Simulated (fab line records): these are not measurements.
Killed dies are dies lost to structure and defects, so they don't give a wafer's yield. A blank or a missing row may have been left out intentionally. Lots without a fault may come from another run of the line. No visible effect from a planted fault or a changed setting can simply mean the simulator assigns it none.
Which tool is to blame? | flow gf180mcu | Sampling: 13 lots, 39 wafers, 5 of 602 route steps

## WHAT THE GAUGES SHOWED, per wafer
GF_VT_IMPLANT_OVL_MEAS_40. Usual: for VT_IMPLANT_03_OVL the level is -0.2 nm and the standard deviation is 1.4.
lot  | measured     | on         | VT_IMPLANT_03_OVL (nm) | flag
L763 | day 7 13:13  | overlay-02 | -0.7 -1.5 -1.2         |
L764 | day 7 17:56  | overlay-01 | -0.3 0.7 0.1           |
L765 | day 8 01:20  | overlay-02 | -2.9 -1.2 -0.6         |
L766 | day 8 09:01  | overlay-02 | -1.9 -0.8 -0.4         |
L769 | day 9 04:55  | overlay-02 | -1.9 -0.4 -0.7         |
L777 | day 11 08:53 | overlay-01 | - - -                  | OFF
L779 | day 11 22:35 | overlay-01 | -0.5 1.2 -1.7          |
L781 | day 12 10:05 | overlay-01 | -0.8 -1.6 0.1          |
L782 | day 12 17:38 | overlay-02 | -2.6 -3.9 -3.6         |
L783 | day 12 22:29 | overlay-02 | 1.4 1.5 0.6            |
L784 | day 13 03:57 | overlay-01 | -0.7 0.1 0.1           |
L785 | day 13 12:08 | overlay-02 | -0.6 0.5 -2.4          |
L786 | day 13 19:02 | overlay-02 | 1.2 1.8 1.5            |

GF_VT_IMPLANT_TW_MEAS_43. Usual: for VT_IMPLANT_4_TW the level is 686 and the standard deviation is 4.9.
lot  | measured     | on            | VT_IMPLANT_4_TW | flag
L763 | day 7 13:31  | film metro-02 | 688 692 692     |
L764 | day 7 18:14  | film metro-04 | 700 696 698     |
L765 | day 8 01:37  | film metro-02 | 692 691 696     |
L766 | day 8 09:19  | film metro-03 | 684 682 687     |
L769 | day 9 05:13  | film metro-02 | 686 689 690     |
L777 | day 11 09:14 | film metro-02 | 30 30 30        | OFF
L779 | day 11 22:52 | film metro-02 | 688 689 690     |
L781 | day 12 10:22 | film metro-03 | 690 683 688     |
L782 | day 12 17:55 | film metro-02 | 689 687 684     |
L783 | day 12 22:46 | film metro-02 | 688 686 685     |
L784 | day 13 04:15 | film metro-02 | 688 689 685     |
L785 | day 13 12:26 | film metro-02 | 684 688 687     |
L786 | day 13 19:19 | film metro-03 | 684 686 684     |

GF_PSD_CD_MEAS_07 targets a cd of 400 nm. Usual: 399.3 nm for cd nm, sd 2.2.
lot  | measured     | on        | cd nm (nm)        | flag
L763 | day 13 22:52 | cd sem-01 | 394.7 394.7 395.2 |
L764 | day 14 03:21 | cd sem-01 | 400.5 401.0 398.3 |
L765 | day 14 11:54 | cd sem-02 | 399.7 399.0 396.7 |
L766 | day 15 02:11 | cd sem-02 | 398.5 397.6 398.8 |
L769 | day 16 12:20 | cd sem-02 | 400.1 399.1 399.8 |
L779 | day 20 04:27 | cd sem-01 | 399.2 398.4 400.5 |
L781 | day 20 11:15 | cd sem-02 | 403.0 403.0 402.3 |
L782 | day 21 08:19 | cd sem-01 | 399.5 401.2 399.2 |
L783 | day 21 04:31 | cd sem-02 | 397.6 395.7 395.4 |
L784 | day 21 10:29 | cd sem-02 | 399.4 398.7 399.2 |
L785 | day 21 19:37 | cd sem-02 | 399.6 398.8 400.5 |
L786 | day 22 04:35 | cd sem-02 | 400.8 400.8 399.6 |

GF_CONTACT_CD_MEAS_14 targets a cd of 220 nm. Usual: 219.7 nm for cd nm, sd 1.5.
lot  | measured     | on        | cd nm (nm)        | flag
L763 | day 15 19:28 | cd sem-01 | 221.4 220.8 221.3 |
L764 | day 15 22:35 | cd sem-02 | 217.8 217.5 218.4 |
L765 | day 16 08:08 | cd sem-02 | 219.5 220.4 221.0 |
L766 | day 17 00:46 | cd sem-02 | 216.4 215.1 215.6 |
L769 | day 18 12:04 | cd sem-02 | 220.4 220.8 220.5 |
L779 | day 22 06:30 | cd sem-02 | 221.8 219.4 220.9 |
L781 | day 22 13:39 | cd sem-01 | 216.5 217.0 217.5 |
L782 | day 23 10:20 | cd sem-01 | 220.0 222.3 221.1 |
L783 | day 23 05:25 | cd sem-01 | 220.2 219.1 219.4 |
L784 | day 23 11:14 | cd sem-02 | 220.5 220.1 220.8 |
L785 | day 23 19:13 | cd sem-01 | 220.6 219.1 221.9 |
L786 | day 24 03:57 | cd sem-01 | 220.7 220.1 221.6 |

## WHICH TOOL RAN EACH LOT (tool, then ch and the chambers of the sampled wafers, then the start)
lot  | GF_VT_IMPLANT_EXPOSE_37
L763 | iline stepper-02 ch 0, day 7 05:18
L764 | iline stepper-02 ch 0, day 7 10:35
L765 | iline stepper-01 ch 0, day 7 17:28
L766 | iline stepper-02 ch 0, day 8 00:51
L769 | iline stepper-02 ch 0, day 8 20:48
L777 | iline stepper-02 ch 0, day 11 00:50
L779 | iline stepper-01 ch 0, day 11 13:29
L781 | iline stepper-02 ch 0, day 12 01:22
L782 | iline stepper-02 ch 0, day 12 09:08
L783 | iline stepper-01 ch 0, day 12 13:15
L784 | iline stepper-02 ch 0, day 12 19:01
L785 | iline stepper-01 ch 0, day 13 02:53
L786 | iline stepper-02 ch 0, day 13 09:37
- GF_VT_IMPLANT_EXPOSE_37: exposes mask Nwell HV AREA, target cd 860 nm.

## WHAT THE TOOLS THEMSELVES READ (means of the sampled wafers that have a number; where no wafer has one, the mark that the record gives instead)
The record holds no such reading with a usual standard deviation.

## THE ANSWER, worked out from the rows above alone
Rule: lot off if the mean of its wafers having a number is beyond 3 standard deviations from the usual mean. Also off: a lot with no number at a reading for which 4 or more lots have one. The other lots that the step has rows for count as sound. The gauges are gone through in route order, then the tools' own readings, and for those a lot's mean is taken as printed above. The first step at which some lot is off is used, and at that step the reading that is off furthest; a lot without a number counts as furthest.
Off: L777, seen at GF_VT_IMPLANT_OVL_MEAS_40 (VT_IMPLANT_03_OVL). Without a number there: L777.
If a tool, at a process step before that reading, ran all the lots that are off and no sound lot after the first of them, it fits. Not tried: the gauges at GF_VT_IMPLANT_OVL_MEAS_40; whatever is off there is also off at GF_VT_IMPLANT_TW_MEAS_43, on other tools, and gauge error can't account for it. Not one of the candidates tried fits.

## WHAT THE SIMULATOR HAD PUT IN
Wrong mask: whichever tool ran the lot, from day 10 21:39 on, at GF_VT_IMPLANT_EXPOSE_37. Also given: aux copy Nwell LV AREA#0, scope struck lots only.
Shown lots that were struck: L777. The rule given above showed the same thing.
